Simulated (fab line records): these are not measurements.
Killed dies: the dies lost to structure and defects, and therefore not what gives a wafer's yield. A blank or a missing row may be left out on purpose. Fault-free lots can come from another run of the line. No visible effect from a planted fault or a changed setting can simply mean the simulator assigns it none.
fab line records ; flow sfqLine
[record] lots = 12; wafers = 36; lastDay = 78
route steps=325 shown M6@262 M7@288 I7@296
lots that met no fault: from a run of the same line without faults
startH: the number of hours between the record's first day and the start of the first shown wafer of the lot ; waitH: time in hours since the lot's previous step ; " as in the row above ; L1.1+2: a single row standing in for several wafers ; - either no value or no given start ; * or withheld: withheld ; < > ~ a bound
route shown NAME@n: names a module that has steps shown in the file, with the first one's number in the route ; usual: the fault-free wafers' mean and standard deviation ; same: alike in all rows ; chamber/n: place in a boat ; sites: readings site by site ; _std_site: their standard deviation ; _edge_site: inner sites' mean taken away from outer sites' mean ; radiusMm: how far each site lies from the wafer's centre ; mask NAME#n: copy n ; behind: the most recent tool/chamber to have shaped the wafer ; hold: reason for holding the lot/hours on hold/outcome of the hold ; device: the transistor (n, p or np) that didn't switch ; end of line: the same wafers' tests at the end of the route ; step lacking rows: just its recipe ; killed: dies lost to structure and defects at the first sort, not the wafer's yield ; map: per-die view of a wafer (x killed, . not killed, _ where there is no die)
set.NAME: the setting the step ran with; set.NAME@STEP: the setting that earlier step ran with ; model.NAME: the simulator's own value behind a step, which no gauge read
route steps across a sampled set of lots; one table per step, one row per wafer
services: when a tool's chamber went out of use (startH, in hours from the record's first day, below 0 if earlier), for how many hours, and the reason
[[steps]]
[step SFQ_TRILAYER_M6_BARC_OPEN_METAL_ETCH_206]
[recipe] maskMaterial = PR; chemistry = O2; targetDepthNm = 125; target = BARC; icpW = 600; biasW = 80; pressureMtorr = 10; timeS = 41.7
[usual] drypumpMotorCurrentA = 6.05/0.29; oesProductAu = 0.686/0.0045
lot.wafer;tool;chamber;startH;waitH;drypumpMotorCurrentA;oesProductAu;rfHoursCounterH
L713.1;rieMetal-03;1;1335.26;0.0;6.58;0.685;11
L713.2;rieMetal-03;0;1335.26;0.0;5.94;0.696;53
L713.6;rieMetal-03;1;1335.26;0.0;6.61;0.691;-
L714.2;rieMetal-01;0;1343.66;0.0;6.23;0.685;61
L714.3;rieMetal-01;0;1343.66;0.0;6.22;0.691;-
L714.6;rieMetal-01;0;1343.66;0.0;6.22;0.684;-
L715.2;rieMetal-01;1;1350.86;0.0;6.33;0.683;41
L715.3;rieMetal-01;1;1350.86;0.0;6.35;0.683;-
L715.6;rieMetal-01;1;1350.86;0.0;6.37;0.686;-
L716.1;rieMetal-02;0;1359.41;0.0;5.57;0.691;152
L716.2;rieMetal-02;1;1359.41;0.0;5.75;0.690;69
L716.3;rieMetal-02;0;1359.41;0.0;5.54;0.692;-
L717.3;rieMetal-02;1;1371.08;0.0;5.72;0.692;-
L717.5;rieMetal-02;1;1371.08;0.0;5.76;0.691;-
L717.6;rieMetal-02;0;1371.08;0.0;5.61;0.683;-
L718.1;rieMetal-03;1;1377.06;0.0;6.63;0.687;18
L718.3;rieMetal-03;0;1377.06;0.0;5.93;0.682;-
L718.6;rieMetal-03;0;1377.06;0.0;5.92;0.686;-
L719.1;rieMetal-03;0;1384.26;0.0;5.90;0.692;62
L719.4;rieMetal-03;1;1384.26;0.0;6.56;0.689;-
L719.5;rieMetal-03;1;1384.26;0.0;6.58;0.692;-
L721.2;rieMetal-01;1;1409.11;0.0;6.30;0.683;51
L721.3;rieMetal-01;0;1409.11;0.0;6.17;0.684;-
L721.4;rieMetal-01;1;1409.11;0.0;6.36;0.688;-
L733.1;rieMetal-03;0;1469.31;0.0;5.92;0.680;86
L733.3;rieMetal-03;0;1469.31;0.0;5.93;0.676;-
L733.4;rieMetal-03;0;1469.31;0.0;5.92;0.684;-
L734.1;rieMetal-03;0;1471.46;0.0;5.89;0.687;87
L734.4;rieMetal-03;0;1471.46;0.0;5.91;0.684;-
L734.5;rieMetal-03;0;1471.46;0.0;5.89;0.686;-
L735.3;rieMetal-01;1;1475.08;0.0;6.31;0.686;-
L735.4;rieMetal-01;0;1475.08;0.0;6.23;0.687;-
L735.6;rieMetal-01;0;1475.08;0.0;6.25;0.694;-
L736.3;rieMetal-02;1;1482.30;0.1;5.79;0.686;-
L736.4;rieMetal-02;1;1482.30;0.1;5.76;0.686;-
L736.6;rieMetal-02;1;1482.30;0.1;5.78;0.685;-
[step SFQ_TRILAYER_M7_LITHO_EXPOSE_178]
[recipe] maskId = M7; na = 0.6; sourceShape = conventional; sigmaOuter = 0.65; targetCdNm = 500; doseMj = 14.4
lot.wafer;tool;chamber;startH;waitH;mask
L713.1+2+6;krfScanner-02;0;1474.73;-;M7#0
L714.2+3+6;krfScanner-02;0;1482.13;-;M7#0
L715.2+3+6;krfScanner-02;0;1489.33;-;M7#0
L716.1+2+3;krfScanner-02;0;1500.97;-;M7#0
L717.3+5+6;krfScanner-02;0;1511.93;-;M7#0
L718.1+3+6;krfScanner-02;0;1523.34;-;M7#0
L719.1+4+5;krfScanner-02;0;1531.74;-;M7#0
L721.2+3+4;krfScanner-01;0;1549.98;-;M7#0
L733.1+3+4;krfScanner-01;0;1696.21;-;M7#0
L734.1+4+5;krfScanner-01;0;1697.41;-;M7#0
L735.3+4+6;krfScanner-01;0;1700.21;-;M7#0
L736.3+4+6;krfScanner-01;0;1703.81;-;M7#0
[step SFQ_M7_OVL_MEAS_945]
[usual] M7_OVL = -1/5.3
lot.wafer;tool;chamber;startH;waitH;M7_OVL[nm]
L713.1;overlay-01;-;1476.23;0.1;-4
L713.2;overlay-01;-;1476.23;0.1;-7
L713.6;overlay-01;-;1476.23;0.1;-5
L714.2;overlay-01;-;1483.43;0.1;2
L714.3;overlay-01;-;1483.43;0.1;0
L714.6;overlay-01;-;1483.43;0.1;10
L715.2;overlay-01;-;1490.63;0.1;-1
L715.3;overlay-01;-;1490.63;0.1;4
L715.6;overlay-01;-;1490.63;0.1;5
L716.1;overlay-01;-;1502.47;0.1;46
L716.2;overlay-01;-;1502.47;0.1;46
L716.3;overlay-01;-;1502.47;0.1;49
L717.3;overlay-01;-;1513.04;0.1;43
L717.5;overlay-01;-;1513.04;0.1;47
L717.6;overlay-01;-;1513.04;0.1;47
L718.1;overlay-02;-;1524.84;0.1;53
L718.3;overlay-02;-;1524.84;0.1;50
L718.6;overlay-02;-;1524.84;0.1;49
L719.1;overlay-02;-;1533.24;0.1;57
L719.4;overlay-02;-;1533.24;0.1;59
L719.5;overlay-02;-;1533.24;0.1;57
L721.2;overlay-01;-;1551.28;0.1;10
L721.3;overlay-01;-;1551.28;0.1;3
L721.4;overlay-01;-;1551.28;0.1;4
L733.1;overlay-01;-;1697.71;0.1;-6
L733.3;overlay-01;-;1697.71;0.1;0
L733.4;overlay-01;-;1697.71;0.1;-1
L734.1;overlay-02;-;1698.91;0.1;3
L734.4;overlay-02;-;1698.91;0.1;0
L734.5;overlay-02;-;1698.91;0.1;-6
L735.3;overlay-02;-;1701.33;0.1;-10
L735.4;overlay-02;-;1701.33;0.1;-3
L735.6;overlay-02;-;1701.33;0.1;-10
L736.3;overlay-01;-;1704.93;0.1;4
L736.4;overlay-01;-;1704.93;0.1;7
L736.6;overlay-01;-;1704.93;0.1;8
[step SFQ_TRILAYER_I7_DEP_PECVD_183]
[recipe] material = SiO2; tempC = 150; timeS = 111.11; pressureTorr = 2.4; rfW = 183.3; precursor = SiH4/N2O; targetThkNm = 500
[usual] heaterPowerW = 77/12; throttleValvePct = 25.5/1.4
lot.wafer;tool;chamber;startH;waitH;heaterPowerW;throttleValvePct
L713.1;pecvd-04;2;1478.01;0.0;96;26.2
L713.2;pecvd-04;0;1478.01;0.0;78;26.2
L713.6;pecvd-04;0;1478.01;0.0;83;26.1
L714.2;pecvd-04;0;1484.42;0.0;89;26.5
L714.3;pecvd-04;2;1484.42;0.0;96;26.4
L714.6;pecvd-04;0;1484.42;0.0;91;26.2
L715.2;pecvd-04;0;1491.62;0.0;85;26.2
L715.3;pecvd-04;1;1491.62;0.0;73;23.9
L715.6;pecvd-04;1;1491.62;0.0;78;24.0
L716.1;pecvd-02;1;1503.47;0.0;56;26.0
L716.2;pecvd-02;2;1503.47;0.0;70;26.1
L716.3;pecvd-02;0;1503.47;0.0;51;24.2
L717.3;pecvd-02;2;1514.81;0.0;65;25.8
L717.5;pecvd-02;1;1514.81;0.0;64;26.3
L717.6;pecvd-02;2;1514.81;0.0;67;25.9
L718.1;pecvd-03;1;1525.83;0.0;91;25.5
L718.3;pecvd-03;2;1525.83;0.0;62;27.1
L718.6;pecvd-03;1;1525.83;0.0;93;25.1
L719.1;pecvd-04;1;1534.23;0.0;78;24.2
L719.4;pecvd-04;0;1534.23;0.0;80;26.4
L719.5;pecvd-04;1;1534.23;0.0;80;23.9
L721.2;pecvd-04;0;1552.29;0.0;87;26.2
L721.3;pecvd-04;2;1552.29;0.0;86;26.3
L721.4;pecvd-04;1;1552.29;0.0;63;24.2
L733.1;pecvd-03;2;1698.71;0.0;65;27.2
L733.3;pecvd-03;2;1698.71;0.0;67;27.0
L733.4;pecvd-03;0;1698.71;0.0;77;23.3
L734.1;pecvd-04;0;1699.91;0.0;86;26.5
L734.4;pecvd-04;2;1699.91;0.0;96;27.2
L734.5;pecvd-04;1;1699.91;0.0;79;24.6
L735.3;pecvd-03;0;1702.35;0.0;83;23.1
L735.4;pecvd-03;2;1702.35;0.0;59;27.4
L735.6;pecvd-03;2;1702.35;0.0;62;27.2
L736.3;pecvd-04;2;1705.91;0.0;87;27.2
L736.4;pecvd-04;0;1705.91;0.0;73;26.5
L736.6;pecvd-04;1;1705.91;0.0;64;24.7
[step SFQ_TRILAYER_I7_VIA_BARC_OPEN_VIA_ETCH_260]
[recipe] maskMaterial = PR; chemistry = O2; targetDepthNm = 125; target = BARC; sourceW = 500; biasW = 80; pressureMtorr = 30; timeS = 41.7
[usual] drypumpMotorCurrentA = 5.9/0.56; oesProductAu = 0.685/0.0045
lot.wafer;tool;chamber;startH;waitH;drypumpMotorCurrentA;oesProductAu;rfHoursCounterH
L713.1;rieDiel-01;0;1606.28;0.0;4.9;0.678;13
L713.2;rieDiel-01;3;1606.28;0.0;5.9;0.691;15
L713.6;rieDiel-01;0;1606.28;0.0;4.9;0.682;-
L714.2;rieDiel-03;0;1612.44;0.0;6.2;0.690;5
L714.3;rieDiel-03;2;1612.44;0.0;6.3;0.686;23
L714.6;rieDiel-03;0;1612.44;0.0;6.2;0.682;-
L715.2;rieDiel-03;1;1618.44;0.0;6.4;0.684;15
L715.3;rieDiel-03;0;1618.44;0.0;6.2;0.688;5
L715.6;rieDiel-03;2;1618.44;0.0;6.3;0.686;-
L716.1;rieDiel-01;3;1626.66;0.0;5.9;0.683;15
L716.2;rieDiel-01;1;1626.66;0.0;6.0;0.683;20
L716.3;rieDiel-01;0;1626.66;0.0;4.9;0.685;14
L717.3;rieDiel-03;2;1632.66;0.0;6.3;0.687;23
L717.5;rieDiel-03;3;1632.66;0.0;4.9;0.686;-
L717.6;rieDiel-03;2;1632.66;0.0;6.3;0.677;-
L718.1;rieDiel-01;1;1638.66;0.0;6.0;0.691;20
L718.3;rieDiel-01;3;1638.66;0.0;5.9;0.686;15
L718.6;rieDiel-01;0;1638.66;0.0;4.9;0.674;-
L719.1;rieDiel-04;3;1650.66;0.0;5.8;0.683;1
L719.4;rieDiel-04;0;1650.66;0.0;6.2;0.681;6
L719.5;rieDiel-04;2;1650.66;0.0;6.7;0.679;-
L721.2;rieDiel-01;2;1670.03;0.0;6.3;0.684;21
L721.3;rieDiel-01;3;1670.03;0.0;5.9;0.686;16
L721.4;rieDiel-01;0;1670.03;0.0;4.9;0.679;14
L733.1;rieDiel-04;2;1788.04;0.0;6.7;0.678;14
L733.3;rieDiel-04;0;1788.04;0.0;6.2;0.689;8
L733.4;rieDiel-04;1;1788.04;0.0;5.7;0.690;25
L734.1;rieDiel-01;1;1790.44;0.0;6.0;0.689;22
L734.4;rieDiel-01;2;1790.44;0.0;6.3;0.682;22
L734.5;rieDiel-01;1;1790.44;0.0;6.0;0.693;-
L735.3;rieDiel-03;0;1792.84;0.0;6.3;0.678;7
L735.4;rieDiel-03;2;1792.84;0.0;6.3;0.695;0
L735.6;rieDiel-03;1;1792.84;0.0;6.4;0.684;-
L736.3;rieDiel-01;3;1795.24;0.0;5.9;0.687;17
L736.4;rieDiel-01;1;1795.24;0.0;6.0;0.684;22
L736.6;rieDiel-01;0;1795.24;0.0;4.9;0.679;-
[[services]]
tool;chamber;startH;hours;kind
krfScanner-01;-;1328.72;0.8;pm
rieDiel-01;-;1338.68;0.7;repair
rieDiel-01;0;1340.73;1.7;repair
krfScanner-02;-;1352.92;1.0;pm
krfScanner-01;-;1369.07;1.3;pm
krfScanner-02;-;1385.12;1.3;pm
krfScanner-02;-;1390.02;0.8;pm
krfScanner-02;-;1427.97;3.6;pm
rieDiel-01;3;1455.44;3.6;repair
rieDiel-01;1;1496.39;4.1;repair
krfScanner-02;-;1514.36;4.4;pm
rieDiel-01;1;1519.49;3.8;repair
krfScanner-02;-;1522.34;1.0;pm
rieDiel-01;0;1541.24;1.7;repair
krfScanner-02;-;1559.34;0.8;pm
krfScanner-02;-;1560.51;1.3;pm
krfScanner-02;-;1592.07;0.8;pm
pecvd-04;-;1596.39;2.8;pm
krfScanner-02;-;1619.00;0.8;repair
krfScanner-02;-;1691.29;1.0;pm
rieDiel-01;-;1707.91;1.4;repair
krfScanner-02;-;1727.54;0.8;pm
krfScanner-02;-;1737.39;1.3;pm
krfScanner-02;-;1785.18;2.7;repair
[[key]]
[firstSign] step = SFQ_M7_OVL_MEAS_945; reading = M7_OVL; direction = up; sigmas = 9.6; usual = -1; struck = 50
effect none on later readings
metAt SFQ_TRILAYER_M7_LITHO_EXPOSE_178
struckLots L716,L717,L718,L719
notActingAt SFQ_TRILAYER_M6_BARC_OPEN_METAL_ETCH_206,SFQ_TRILAYER_I7_DEP_PECVD_183,SFQ_TRILAYER_I7_VIA_BARC_OPEN_VIA_ETCH_260
onsetBetween 1489.33 1500.97
[fault] kind = scannerMatchingOverlay; tool = krfScanner-02; chamber = -; onsetH = 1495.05; steps = SFQ_TRILAYER_M7_LITHO_EXPOSE_178; offset = 51.43
